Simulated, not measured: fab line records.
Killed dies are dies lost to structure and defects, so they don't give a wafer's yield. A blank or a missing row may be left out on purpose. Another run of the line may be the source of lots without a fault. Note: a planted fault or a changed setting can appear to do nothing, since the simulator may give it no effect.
fab line records | flow sky130
record: lots: 13 | wafers: 36 | last-day: 50
route steps=708 shown METAL2@488 VIA2@530 CAPM@541 METAL3@560
lots that met no fault: from a run of the same line without faults
start-h: the number of hours between the record's first day and the start of the first shown wafer of the lot | wait-h: time in hours since the lot's previous step | " repeats the value in the row above | L1.1+2: one row covering several wafers at once | - value missing, or start not given | * or withheld: withheld | < > ~ a bound
route shown NAME@n: a module of which the file shows steps, and the number in the route of the first | usual: mean/standard deviation of fault-free wafers | same: alike in all rows | chamber/n: place in a boat | sites: the reading at each site | _std_site: the values' standard deviation | _edge_site: mean of outer sites minus mean of inner sites | radius-mm: how far each site lies from the wafer's centre | mask NAME#n: copy n | behind: the last tool/chamber to shape the wafer | hold: why the lot was held/for how many hours/how that ended | device: whichever transistor did not switch (one of n, p or np) | end of line: the same wafers' tests at the end of the route | a step with no rows: only its recipe | killed: at the first sort, the dies lost to defects and structure; wafer yield is something else | map: per-die view of a wafer (x killed, . not killed, _ where there is no die)
set.NAME: the setting the step ran with; set.NAME@STEP: the setting that earlier step ran with | model.NAME: the simulator's own value behind a step, which no gauge read
a sample of lots followed through the steps of the route, with each step as a table and each wafer as a row
services: from which hour (start-h, from the record's first day; less than 0 if before it) a tool's chamber was out of use, for how many hours, and why
== steps ==
step: SKY_METAL2_RS_MEAS_05
recipe: thk-meas-gauge: four-point-probe | reads: TiN_of_METAL2_SPUTTER_04+Ti_of_METAL2_SPUTTER_03+AlCu_of_METAL2_SPUTTER_02+TiN_of_METAL2_SPUTTER_01+Ti_of_METAL2_SPUTTER_00
usual: METAL2_ALCU_RS: 0.1265/0.0014
lot.wafer | tool          | chamber | start-h | wait-h | METAL2_ALCU_RS[ohm/sq]
L295.2    | film-metro-04 | -       | 782.86  | 0.0    | 0.1271
L295.3    | "             | -       | "       | "      | 0.1257
L295.5    | "             | -       | "       | "      | 0.1264
L296.1    | film-metro-04 | -       | 802.87  | 0.0    | 0.1268
L296.4    | "             | -       | "       | "      | 0.1254
L296.6    | "             | -       | "       | "      | 0.1263
L297.1    | film-metro-01 | -       | 805.25  | 0.0    | 0.1256
L297.2    | "             | -       | "       | "      | 0.1274
L297.3    | "             | -       | "       | "      | 0.1257
L302.3    | film-metro-04 | -       | 851.11  | 0.1    | 0.1269
L302.4    | "             | -       | "       | "      | 0.1279
L300.1    | film-metro-01 | -       | 852.57  | 0.0    | 0.1268
L300.3    | "             | -       | "       | "      | 0.1257
L303.3    | film-metro-04 | -       | 863.28  | 0.1    | 0.1250
L303.4    | "             | -       | "       | "      | 0.1232
L307.4    | film-metro-01 | -       | 894.28  | 0.1    | 0.1278
L307.5    | "             | -       | "       | "      | 0.1289
L307.6    | "             | -       | "       | "      | 0.1300
L311.2    | film-metro-01 | -       | 912.58  | 0.0    | 0.1289
L311.3    | "             | -       | "       | "      | 0.1272
L311.6    | "             | -       | "       | "      | 0.1283
L314.2    | film-metro-04 | -       | 941.16  | 0.0    | 0.1296
L314.4    | "             | -       | "       | "      | 0.1300
L314.5    | "             | -       | "       | "      | 0.1278
L315.3    | film-metro-04 | -       | 943.41  | 0.1    | 0.1255
L315.4    | "             | -       | "       | "      | 0.1267
L315.5    | "             | -       | "       | "      | 0.1268
L316.1    | film-metro-01 | -       | 949.85  | 0.0    | 0.1267
L316.3    | "             | -       | "       | "      | 0.1255
L316.4    | "             | -       | "       | "      | 0.1254
L317.2    | film-metro-02 | -       | 958.34  | 0.0    | 0.1245
L317.3    | "             | -       | "       | "      | 0.1257
L317.4    | "             | -       | "       | "      | 0.1243
L318.2    | film-metro-04 | -       | 960.09  | 0.0    | 0.1274
L318.5    | "             | -       | "       | "      | 0.1263
L318.6    | "             | -       | "       | "      | 0.1267
step: SKY_VIA2_THK_MEAS_23
recipe: thk-meas-gauge: xrf | reads: W_of_VIA2_CVD_21
usual: VIA2_W_THK: 422/7.2
lot.wafer | tool          | chamber | start-h | wait-h | VIA2_W_THK[nm]
L295.2    | film-metro-04 | -       | 839.28  | 0.1    | 422
L295.3    | "             | -       | "       | "      | 426
L295.5    | "             | -       | "       | "      | 422
L296.1    | film-metro-01 | -       | 859.02  | 0.1    | 411
L296.4    | "             | -       | "       | "      | 411
L296.6    | "             | -       | "       | "      | 417
L297.1    | film-metro-04 | -       | 861.06  | 0.1    | 427
L297.2    | "             | -       | "       | "      | 417
L297.3    | "             | -       | "       | "      | 424
L302.3    | film-metro-04 | -       | 905.46  | 0.1    | 427
L302.4    | "             | -       | "       | "      | 429
L300.1    | film-metro-04 | -       | 906.63  | 0.1    | 433
L300.3    | "             | -       | "       | "      | 432
L303.3    | film-metro-01 | -       | 916.87  | 0.1    | 422
L303.4    | "             | -       | "       | "      | 424
L307.4    | film-metro-03 | -       | 946.14  | 0.1    | 427
L307.5    | "             | -       | "       | "      | 422
L307.6    | "             | -       | "       | "      | 423
L311.2    | film-metro-01 | -       | 965.25  | 0.1    | 415
L311.3    | "             | -       | "       | "      | 422
L311.6    | "             | -       | "       | "      | 422
L314.2    | film-metro-03 | -       | 992.31  | 0.1    | 415
L314.4    | "             | -       | "       | "      | 420
L314.5    | "             | -       | "       | "      | 423
L315.3    | film-metro-03 | -       | 994.69  | 0.1    | 428
L315.4    | "             | -       | "       | "      | 431
L315.5    | "             | -       | "       | "      | 432
L316.1    | film-metro-04 | -       | 1000.89 | 0.1    | 412
L316.3    | "             | -       | "       | "      | 415
L316.4    | "             | -       | "       | "      | 418
L317.2    | film-metro-04 | -       | 1008.53 | 0.1    | 427
L317.3    | "             | -       | "       | "      | 428
L317.4    | "             | -       | "       | "      | 422
L318.2    | film-metro-04 | -       | 1010.86 | 0.1    | 427
L318.5    | "             | -       | "       | "      | 428
L318.6    | "             | -       | "       | "      | 436
step: SKY_CAPM_THK_MEAS_04
recipe: thk-meas-gauge: xrf | reads: TiN_of_CAPM_SPUTTER_02
usual: CAPM_TIN_THK: 200.0/2.5
lot.wafer | tool          | chamber | start-h | wait-h | CAPM_TIN_THK[nm]
L295.2    | film-metro-03 | -       | 840.11  | 0.1    | 199.4
L295.3    | "             | -       | "       | "      | 196.4
L295.5    | "             | -       | "       | "      | 199.8
L296.1    | film-metro-04 | -       | 859.91  | 0.1    | 204.2
L296.4    | "             | -       | "       | "      | 205.1
L296.6    | "             | -       | "       | "      | 202.8
L297.1    | film-metro-04 | -       | 861.89  | 0.1    | 199.9
L297.2    | "             | -       | "       | "      | 202.0
L297.3    | "             | -       | "       | "      | 198.9
L302.3    | film-metro-03 | -       | 906.28  | 0.1    | 199.3
L302.4    | "             | -       | "       | "      | 198.7
L300.1    | film-metro-04 | -       | 907.46  | 0.1    | 203.2
L300.3    | "             | -       | "       | "      | 204.0
L303.3    | film-metro-03 | -       | 917.70  | 0.1    | 204.2
L303.4    | "             | -       | "       | "      | 200.1
L307.4    | film-metro-02 | -       | 946.96  | 0.1    | 203.1
L307.5    | "             | -       | "       | "      | 200.9
L307.6    | "             | -       | "       | "      | 199.5
L311.2    | film-metro-04 | -       | 966.08  | 0.1    | 194.4
L311.3    | "             | -       | "       | "      | 196.8
L311.6    | "             | -       | "       | "      | 197.5
L314.2    | film-metro-02 | -       | 993.13  | 0.1    | 200.2
L314.4    | "             | -       | "       | "      | 200.7
L314.5    | "             | -       | "       | "      | 199.6
L315.3    | film-metro-04 | -       | 995.61  | 0.1    | 202.9
L315.4    | "             | -       | "       | "      | 198.7
L315.5    | "             | -       | "       | "      | 202.2
L316.1    | film-metro-03 | -       | 1001.71 | 0.1    | 202.6
L316.3    | "             | -       | "       | "      | 200.2
L316.4    | "             | -       | "       | "      | 202.3
L317.2    | film-metro-04 | -       | 1009.35 | 0.1    | 196.8
L317.3    | "             | -       | "       | "      | 198.9
L317.4    | "             | -       | "       | "      | 198.1
L318.2    | film-metro-04 | -       | 1011.70 | 0.1    | 199.9
L318.5    | "             | -       | "       | "      | 198.4
L318.6    | "             | -       | "       | "      | 199.1
step: SKY_METAL3_EXPOSE_10
recipe: mask-id: MM3 | na: 0.68 | source-shape: annular | sigma-inner: 0.4 | sigma-outer: 0.8 | target-cd-nm: 300 | dose-mj: 28
same: sigma-inner: 0.4
lot.wafer  | tool           | chamber | start-h | wait-h | mask
L295.2+3+5 | krf-scanner-02 | 0       | 880.38  | -      | MM3#0
L296.1+4+6 | krf-scanner-01 | 0       | 899.61  | -      | MM3#0
L297.1+2+3 | krf-scanner-02 | 0       | 901.89  | -      | MM3#0
L302.3+4   | krf-scanner-01 | 0       | 943.64  | -      | MM3#0
L300.1+3   | krf-scanner-01 | 0       | 944.28  | -      | MM3#0
L303.3+4   | krf-scanner-01 | 0       | 955.60  | -      | MM3#0
L307.4+5+6 | krf-scanner-02 | 0       | 984.37  | -      | MM3#0
L311.2+3+6 | krf-scanner-02 | 0       | 1001.48 | -      | MM3#0
L314.2+4+5 | krf-scanner-02 | 0       | 1027.53 | -      | MM3#0
L315.3+4+5 | krf-scanner-02 | 0       | 1031.27 | -      | MM3#0
L316.1+3+4 | krf-scanner-01 | 0       | 1037.65 | -      | MM3#0
L317.2+3+4 | krf-scanner-02 | 0       | 1043.46 | -      | MM3#0
L318.2+5+6 | krf-scanner-01 | 0       | 1045.96 | -      | MM3#0
step: SKY_METAL3_CD_MEAS_13
recipe: target-cd-nm: 300
usual: cd-nm: 299.9/1.4
lot.wafer | tool      | chamber | start-h | wait-h | cd-nm
L295.2    | cd-sem-01 | -       | 893.05  | -      | 301.9
L295.3    | "         | -       | "       | "      | 300.0
L295.5    | "         | -       | "       | "      | 301.2
L296.1    | cd-sem-01 | -       | 912.21  | -      | 299.3
L296.4    | "         | -       | "       | "      | 301.2
L296.6    | "         | -       | "       | "      | 300.8
L297.1    | cd-sem-02 | -       | 914.03  | -      | 299.4
L297.2    | "         | -       | "       | "      | 299.4
L297.3    | "         | -       | "       | "      | 300.7
L302.3    | cd-sem-02 | -       | 955.97  | -      | 300.5
L302.4    | "         | -       | "       | "      | 290.1
L300.1    | cd-sem-01 | -       | 956.58  | -      | 290.9
L300.3    | "         | -       | "       | "      | 301.3
L303.3    | cd-sem-01 | -       | 967.17  | -      | 301.0
L303.4    | "         | -       | "       | "      | 290.2
L307.4    | cd-sem-02 | -       | 995.77  | -      | 300.7
L307.5    | "         | -       | "       | "      | 300.7
L307.6    | "         | -       | "       | "      | 301.1
L311.2    | cd-sem-01 | -       | 1013.23 | -      | 302.1
L311.3    | "         | -       | "       | "      | 301.3
L311.6    | "         | -       | "       | "      | 302.5
L314.2    | cd-sem-01 | -       | 1038.85 | -      | 300.5
L314.4    | "         | -       | "       | "      | 299.5
L314.5    | "         | -       | "       | "      | 298.5
L315.3    | cd-sem-01 | -       | 1041.62 | -      | 300.1
L315.4    | "         | -       | "       | "      | 300.1
L315.5    | "         | -       | "       | "      | 299.6
L316.1    | cd-sem-01 | -       | 1047.91 | -      | 300.9
L316.3    | "         | -       | "       | "      | 300.7
L316.4    | "         | -       | "       | "      | 298.5
L317.2    | cd-sem-02 | -       | 1054.70 | -      | 299.8
L317.3    | "         | -       | "       | "      | 300.6
L317.4    | "         | -       | "       | "      | 299.3
L318.2    | cd-sem-02 | -       | 1057.20 | -      | 300.9
L318.5    | "         | -       | "       | "      | 300.6
L318.6    | "         | -       | "       | "      | 303.3
== services ==
tool           | chamber | start-h | hours | kind
krf-scanner-01 | -       | 864.30  | 0.9   | repair
krf-scanner-01 | -       | 881.38  | 1.0   | pm
krf-scanner-01 | -       | 896.26  | 0.8   | pm
krf-scanner-02 | 0       | 908.43  | -     | calibration
krf-scanner-02 | -       | 921.82  | 1.3   | pm
krf-scanner-02 | -       | 953.54  | 1.0   | pm
krf-scanner-02 | -       | 956.47  | 0.3   | repair
krf-scanner-01 | 0       | 957.42  | -     | calibration
krf-scanner-02 | -       | 970.08  | 4.4   | pm
krf-scanner-01 | -       | 1000.70 | 1.3   | pm
== key ==
first-sign: step: SKY_METAL3_CD_MEAS_13 | reading: cd-nm | direction: down | sigmas: 6.6 | usual: 299.9 | struck: 290.4
effect none on later readings
met-at SKY_METAL3_EXPOSE_10
struck-lots L300,L302,L303
struck-wafers L300.1,L302.4,L303.4
sort-left-out L300.1,L302.4,L303.4
not-acting-at SKY_METAL2_RS_MEAS_05,SKY_VIA2_THK_MEAS_23,SKY_CAPM_THK_MEAS_04
onset-between 899.61 943.64
fault: kind: process-parameter-drift | tool: krf-scanner-01 | chamber: - | onset-h: 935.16 | steps: SKY_METAL3_EXPOSE_10 | channel: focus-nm | offset: 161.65 | shape: step | end-h: 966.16 | scope: struck-wafers-only
sort-left-out: the simulated sort isn't trusted on such a fault, so these wafers' sort isn't shown, and their yield isn't known
